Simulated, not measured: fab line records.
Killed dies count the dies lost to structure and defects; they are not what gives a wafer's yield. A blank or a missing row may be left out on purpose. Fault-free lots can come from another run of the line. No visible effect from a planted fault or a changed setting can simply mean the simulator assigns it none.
Struck lot and sound lot, side by side || flow gf180mcu || 31 steps out of a route of 602
Sound: wafers L566.1, L566.3, L566.5. The struck wafers were L576.1, L576.3, L576.4. Last of all comes the cause.
Per side, at each step with rows, come the tool, then ch with its chambers, and then its first start. Under that, the readings that differ: sound wafers || struck wafers || difference of the means || sigmas: that difference in standard deviations of wafers without a fault.
alike: same words and numbers on both sides, and readings whose means sit less than 2 such deviations apart. not compared: any withheld reading, any reading some wafer has no value for, any bound like >300 that may hide the same value, and any number with overlapping values for which the record gives no deviation.
A row with sigmas, a row that says differs or no value, or rows on one side alone: a step with any of these is where the two part. Numbers that don't overlap but have no deviation are shown without sigmas and don't part them. Lack of a reading on every wafer of one side parts them only where that side has two or more wafers.

first, 1 step without rows for these wafers: GF_HV_LDD_CVD_56 (deposits Si3N4 from DCS/NH3, target thk 90 nm, time 1543 s).
GF_HV_LDD_THK_MEAS_57:
  sound on film-metro-01, day 14 15:41; struck on film-metro-04, day 17 17:45
  alike: HV_LDD_CVD_56_THK
GF_HV_LDD_ETCHBACK_58: etches Si3N4 in CH3F/O2, stops on SiO2, time 100 s, target depth 90 nm.
  sound on rie-diel-03 ch 1,2,3, day 14 15:44; struck on rie-diel-04 ch 1,2,3, day 17 17:49
  alike: O2_flow_sccm, drypump-motor-current-A, oes-product-au, throttle-valve-pct
  not compared: rf-hours-counter-h
then, 7 steps without rows for these wafers: GF_NSD_DEHYDRATE_00 (time 60 s); GF_NSD_HMDS_01 (prime time 60 s); GF_NSD_COAT_02 (resist thk 1000 nm); GF_NSD_SOFTBAKE_03 (time 60 s); GF_NSD_EXPOSE_04 (exposes mask Nplus, target cd 400 nm); GF_NSD_PEB_05; GF_NSD_DEVELOP_06 (develop time 60 s).
GF_NSD_CD_MEAS_07: the cd target is 400 nm.
  sound on cd-sem-02, day 15 13:22; struck on cd-sem-02, day 18 16:53
  alike: cd-nm
GF_NSD_OVL_MEAS_08:
  sound on overlay-02, day 15 13:29; struck on overlay-01, day 18 17:01
{"reading": "NSD_OVL (nm)", "sound": "1.4 1.7 0.4", "struck": "-1.8 -1.3 -1.3", "difference": -2.6, "sigmas": -2}
GF_NSD_IMPLANT_09:
  sound on implanter-01 ch 0, day 15 13:31; struck on implanter-01, day 18 17:03
  no value came back on the struck wafers for beam-energy-keV, beam-on-s (s); on the sound wafers beam-energy-keV reads 60.018 59.980 59.978
next, for these wafers, 1 step has no rows: GF_NSD_IMPLANT_10.
GF_NSD_STRIP_11: strips in O2/N2.
  sound on plasma-asher-01 ch 0,1, day 15 13:49; struck on plasma-asher-01 ch 0,1, day 18 17:21
{"reading": "oes-product-au (a.u.)", "sound": "0.481 0.483 0.487", "struck": "0.706 0.703 0.709", "difference": "+0.222", "sigmas": "+48"}
{"reading": "strip-time-to-endpoint-s (s)", "sound": "22.98 22.99 22.99", "struck": "12.79 12.82 12.77", "difference": -10.19, "sigmas": "-99 or more"}
  alike: drypump-motor-current-A, heater-power-w
  not compared: rf-hours-counter-h
GF_NSD_TW_MEAS_12:
  sound on film-metro-01, day 15 13:55; struck on film-metro-04, day 18 17:27
{"reading": "NSD_TW", "sound": "4187 4209 4191", "struck": "2991 2975 2984", "difference": -1212, "sigmas": -24}
then, 7 steps without rows for these wafers: GF_PSD_DEHYDRATE_00 (time 60 s); GF_PSD_HMDS_01 (prime time 60 s); GF_PSD_COAT_02 (resist thk 1000 nm); GF_PSD_SOFTBAKE_03 (time 60 s); GF_PSD_EXPOSE_04 (exposes mask Pplus, target cd 400 nm); GF_PSD_PEB_05; GF_PSD_DEVELOP_06 (develop time 60 s).
GF_PSD_CD_MEAS_07: the cd target is 400 nm.
  sound on cd-sem-02, day 16 11:58; struck on cd-sem-01, day 19 17:10
  alike: cd-nm
GF_PSD_OVL_MEAS_08:
  sound on overlay-01, day 16 12:05; struck on overlay-01, day 19 17:17
  alike: PSD_OVL
next, for these wafers, 1 step has no rows: GF_PSD_IMPLANT_09.
GF_PSD_STRIP_10: strips in O2/N2.
  sound on plasma-asher-04 ch 0,1, day 16 12:17; struck on plasma-asher-03 ch 0,1, day 19 17:28
{"reading": "drypump-motor-current-A (A)", "sound": "6.19 6.18 6.13", "struck": "5.68 5.68 6.02", "difference": -0.37, "sigmas": -2}
  alike: heater-power-w, oes-product-au, strip-time-to-endpoint-s
  not compared: rf-hours-counter-h
GF_PSD_TW_MEAS_11:
  sound on film-metro-04, day 16 12:26; struck on film-metro-01, day 19 17:34
  alike: PSD_TW
then, 1 step without rows for these wafers: GF_PSD_CLEAN_12 (cleans in SC1/SC2, time 150 s).
GF_PSD_RTA_13: time 20 s.
  sound on rtp-anneal-02 ch 0, day 16 12:32; struck on rtp-anneal-01 ch 0, day 19 17:41
  alike: anneal-temp-c-max, chamber-o2-ppm, lamp-power-pct, wafer_temp_C_max
GF_PSD_RS_MEAS_14: the measuring method here is four-point-probe.
  sound on film-metro-01, day 16 12:37; struck on film-metro-01, day 19 17:46
{"reading": "NSD_RS (ohm/sq)", "sound": "46.04 46.11 46.06", "struck": "139.07 138.98 139.61", "difference": "+93.15", "sigmas": "+99 or more"}

WHERE THEY PART
First at GF_NSD_OVL_MEAS_08; last, within this record, at GF_PSD_RS_MEAS_14.

WHY: what the simulator had put in
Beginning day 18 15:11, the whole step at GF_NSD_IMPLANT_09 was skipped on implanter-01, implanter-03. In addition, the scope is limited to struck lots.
